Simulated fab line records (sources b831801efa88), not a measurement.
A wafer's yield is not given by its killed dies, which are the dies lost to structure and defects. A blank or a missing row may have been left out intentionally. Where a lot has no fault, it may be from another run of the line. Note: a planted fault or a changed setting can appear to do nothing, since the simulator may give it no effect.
Which of the tools did it?	flow sky130	13 lots with 39 wafers sampled at 6 steps, on a route of 708 steps

WHAT THE GAUGES READ, wafer by wafer
SKY_SONOS_TUNNEL_CD_MEAS_07 targets a cd of 410 nm. Usual: cdNm reads 410.4 nm (standard deviation 2.6).
lot	measured	on	cdNm (nm)	flag
L631	day 11 16:33	cdSem-02	413.6 413.3 412.6	
L632	day 11 17:48	cdSem-01	411.7 410.3 409.4	
L633	day 12 02:36	cdSem-01	414.3 412.7 413.0	
L634	day 12 12:40	cdSem-01	406.0 405.3 405.8	
L638	day 13 22:58	cdSem-01	411.9 410.3 413.1	
L640	day 14 08:26	cdSem-01	407.1 407.1 406.7	
L641	day 14 15:43	cdSem-01	413.7 412.6 415.1	
L642	day 15 00:55	cdSem-01	411.4 411.7 413.9	
L643	day 15 06:28	cdSem-02	407.9 409.3 410.2	
L649	day 17 06:27	cdSem-02	409.8 407.6 405.4	
L652	day 18 11:33	cdSem-02	409.2 407.7 407.4	
L653	day 18 16:43	cdSem-02	409.3 410.6 407.6	
L654	day 19 03:50	cdSem-02	408.6 408.0 407.7	

SKY_SONOS_ONO_THK_MEAS_03. Usual: SONOS_ONO_CVD_02_THK typically reads 10.56 nm, with standard deviation 0.15.
lot	measured	on	SONOS_ONO_CVD_02_THK (nm)	flag
L631	day 11 19:50	filmMetro-02	10.55 10.61 10.65	
L632	day 11 21:11	filmMetro-03	10.59 10.60 10.62	
L633	day 12 08:26	filmMetro-04	10.45 10.45 10.54	
L634	day 12 17:11	filmMetro-02	10.73 10.58 10.71	
L638	day 14 04:47	filmMetro-03	10.58 10.68 10.54	
L640	day 14 19:04	filmMetro-02	10.72 10.62 10.60	
L641	day 14 21:55	filmMetro-03	10.82 10.70 10.82	
L642	day 15 07:22	filmMetro-03	10.71 10.54 10.65	
L643	day 15 12:46	filmMetro-03	10.71 10.61 10.74	
L649	day 17 13:26	filmMetro-02	10.55 10.62 10.69	
L652	day 18 14:39	filmMetro-03	10.59 10.58 10.71	
L653	day 18 22:21	filmMetro-02	10.57 10.41 10.40	
L654	day 19 07:48	filmMetro-04	10.32 10.36 10.30	

SKY_SONOS_ONO_CD_MEAS_13 targets a cd of 410 nm. Usual: cdNm reads 410.3 nm (standard deviation 2.4).
lot	measured	on	cdNm (nm)	flag
L631	day 12 21:37	cdSem-02	413.3 412.1 410.2	
L632	day 12 23:40	cdSem-02	408.7 410.5 408.2	
L633	day 13 10:33	cdSem-02	409.7 409.6 409.1	
L634	day 13 20:58	cdSem-01	414.2 411.9 411.9	
L638	day 15 08:19	cdSem-02	413.8 412.9 414.1	
L640	day 15 22:57	cdSem-01	411.5 410.2 411.8	
L641	day 16 02:55	cdSem-02	409.8 409.2 411.2	
L642	day 16 12:40	cdSem-02	411.2 410.3 411.8	
L643	day 16 17:49	cdSem-01	409.2 408.3 411.0	
L649	day 18 20:51	cdSem-02	413.6 411.3 411.8	
L652	day 20 02:10	cdSem-02	411.5 411.7 413.7	
L653	day 20 07:05	cdSem-01	408.9 411.1 410.6	
L654	day 20 16:05	cdSem-01	409.2 410.7 412.0	

SKY_GATE_OXIDE_OVL_MEAS_10. Usual: GATE_OXIDE_OVL typically reads -0.4 nm, with standard deviation 1.3.
lot	measured	on	GATE_OXIDE_OVL (nm)	flag
L631	day 14 01:18	overlay-01	-2.6 -1.3 -1.6	
L632	day 14 03:03	overlay-02	-0.1 0.8 0.2	
L633	day 14 13:57	overlay-01	-1.9 -0.6 -0.2	
L634	day 15 00:12	overlay-01	-0.2 -0.2 1.3	
L638	day 16 14:00	overlay-01	4.4 2.3 2.2	
L640	day 17 06:48	overlay-02	- -0.3 -	
L641	day 17 10:22	overlay-02	- -0.6 -0.6	
L642	day 17 20:42	overlay-01	- -1.1 -1.0	
L643	day 18 02:12	overlay-02	1.8 -0.9 1.0	
L649	day 20 05:36	overlay-01	0.3 -1.1 0.4	
L652	day 21 11:17	overlay-02	-1.2 -1.4 1.4	
L653	day 21 17:52	overlay-01	0.9 -1.0 -0.7	
L654	day 22 00:39	overlay-02	1.8 0.3 -0.5	

SKY_GATE_OXIDE_TW_MEAS_14. Usual: GATE_OXIDE_TW typically reads 222.5, with standard deviation 2.3.
lot	measured	on	GATE_OXIDE_TW	flag
L631	day 14 01:41	filmMetro-01	224.8 225.0 226.5	
L632	day 14 03:26	filmMetro-03	221.0 221.7 218.9	
L633	day 14 14:20	filmMetro-03	219.2 221.3 219.5	
L634	day 15 00:35	filmMetro-01	224.1 223.7 223.7	
L638	day 16 14:31	filmMetro-04	224.0 221.6 222.1	
L640	day 17 07:11	filmMetro-04	29.6 221.7 29.7	OFF
L641	day 17 10:46	filmMetro-03	29.3 219.9 219.4	OFF
L642	day 17 21:05	filmMetro-01	29.8 222.7 222.8	OFF
L643	day 18 02:35	filmMetro-01	223.9 225.3 225.6	
L649	day 20 06:00	filmMetro-01	224.4 224.6 224.0	
L652	day 21 11:41	filmMetro-03	220.6 219.8 219.5	
L653	day 21 18:15	filmMetro-03	220.3 220.5 219.3	
L654	day 22 01:02	filmMetro-01	223.8 225.2 223.8	

WHAT TOOL EACH LOT RAN ON (gives the tool, then ch and the chambers of the sampled wafers, and finally the start)
lot	SKY_GATE_OXIDE_DEVELOP_09
L631	lithoTrack-03 ch 0, day 14 01:10
L632	lithoTrack-03 ch 0, day 14 02:55
L633	lithoTrack-03 ch 0, day 14 13:48
L634	lithoTrack-01 ch 0, day 15 00:04
L638	lithoTrack-03 ch 0, day 16 13:52
L640	lithoTrack-03 ch 0, day 17 06:39
L641	lithoTrack-03 ch 0, day 17 10:16
L642	lithoTrack-03 ch 0, day 17 20:34
L643	lithoTrack-01 ch 0, day 18 02:04
L649	lithoTrack-01 ch 0, day 20 05:27
L652	lithoTrack-02 ch 0, day 21 11:09
L653	lithoTrack-01 ch 0, day 21 17:45
L654	lithoTrack-01 ch 0, day 22 00:30
- SKY_GATE_OXIDE_DEVELOP_09: develop time 60 s.

AS READ BY THE TOOLS THEMSELVES (means over the sampled wafers that have a number; for cases with no such wafer, the mark the record gives instead)
The record holds no such reading with a usual standard deviation.

THE ANSWER, worked out from the rows above alone
Rule: a lot is off if the mean of its wafers that have a number lies more than 3 standard deviations from the usual mean. A lot without any number at a reading at which 4 lots or more have one is off too. The other lots that the step has rows for count as sound. Order of review: gauges by route order, followed by the tools' own readings, for which a lot's mean as printed above is used. At the first step where some lot is off, the reading lying furthest off is the one used; lots without a number count as furthest.
Off: L640, L641, L642, at SKY_GATE_OXIDE_TW_MEAS_14 (GATE_OXIDE_TW).
If a tool, at a process step before that reading, ran all the lots that are off and no sound lot after the first of them, it fits. Those tools and the gauges at SKY_GATE_OXIDE_TW_MEAS_14 are tried in the same way. One fits: SKY_GATE_OXIDE_DEVELOP_09 on lithoTrack-03. A fault onset in the window from L638 (day 16 13:52, its last sound lot) to L640 (day 17 06:39, its first lot off) fits.

WHAT HAD BEEN PUT IN BY THE SIMULATOR
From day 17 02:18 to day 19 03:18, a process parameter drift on lithoTrack-03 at SKY_GATE_OXIDE_DEVELOP_09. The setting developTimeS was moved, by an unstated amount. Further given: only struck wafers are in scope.
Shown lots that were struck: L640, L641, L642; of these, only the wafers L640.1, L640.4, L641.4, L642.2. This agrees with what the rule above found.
